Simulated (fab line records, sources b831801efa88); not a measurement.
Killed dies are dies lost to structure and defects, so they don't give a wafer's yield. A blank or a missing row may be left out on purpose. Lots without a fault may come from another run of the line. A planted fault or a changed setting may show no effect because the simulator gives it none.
One fault seen from 2 desks | flow gf180mcu | each desk has only its own numbers; what lay behind them comes last

THE METROLOGY DESK
What the gauges read, lot by lot, whatever tool the lot ran on: means of the sampled wafers that have a number. A lot is out of limits, marked OUT, if its mean lies more than 4 standard deviations from the usual mean; the brackets give that distance.
Columns: A = V2_OVL at GF_V2_OVL_MEAS_15, usual 3 nm; B = V2_W_RS at GF_V2_RS_MEAS_24, usual 0.328 ohm/sq; C = V2_W_THK at GF_V2_THK_MEAS_25, usual 337 nm
lot  | first seen here | A  | B     | C
L942 | day 21 08:46    | 3  | 0.330 | 334
L948 | day 23 10:21    | 3  | 0.327 | 337
L949 | day 24 03:52    | -5 | 0.325 | 339
L953 | day 25 08:35    | 5  | 0.327 | 334
L959 | day 27 04:10    | 6  | 0.333 | 335
This desk's finding: nothing out of limits on any of the 5 lots.

THE TOOL OWNER'S DESK: pvd_sputter-01
The tool's own readings at GF_M3_SPUTTER_00 (material Ti, target thk 37.5 nm, time 150 s): means of the sampled wafers that have a number, for each lot that ran on this tool. A lot is out of limits, marked OUT, if its mean lies more than 4 standard deviations from the usual mean; the brackets give that distance.
Columns: A = throttle_valve_pct at GF_M3_SPUTTER_00, usual 30.3 %
lot  | first seen here | A
L948 | day 23 11:44    | 31.5
L959 | day 27 05:32    | 30.6
This desk's finding: nothing out of limits on any of the 2 lots.

PUT TOGETHER
The metrology desk saw nothing out of limits.
The tool owner's desk saw nothing out of limits.

WHAT THE SIMULATOR HAD PUT IN
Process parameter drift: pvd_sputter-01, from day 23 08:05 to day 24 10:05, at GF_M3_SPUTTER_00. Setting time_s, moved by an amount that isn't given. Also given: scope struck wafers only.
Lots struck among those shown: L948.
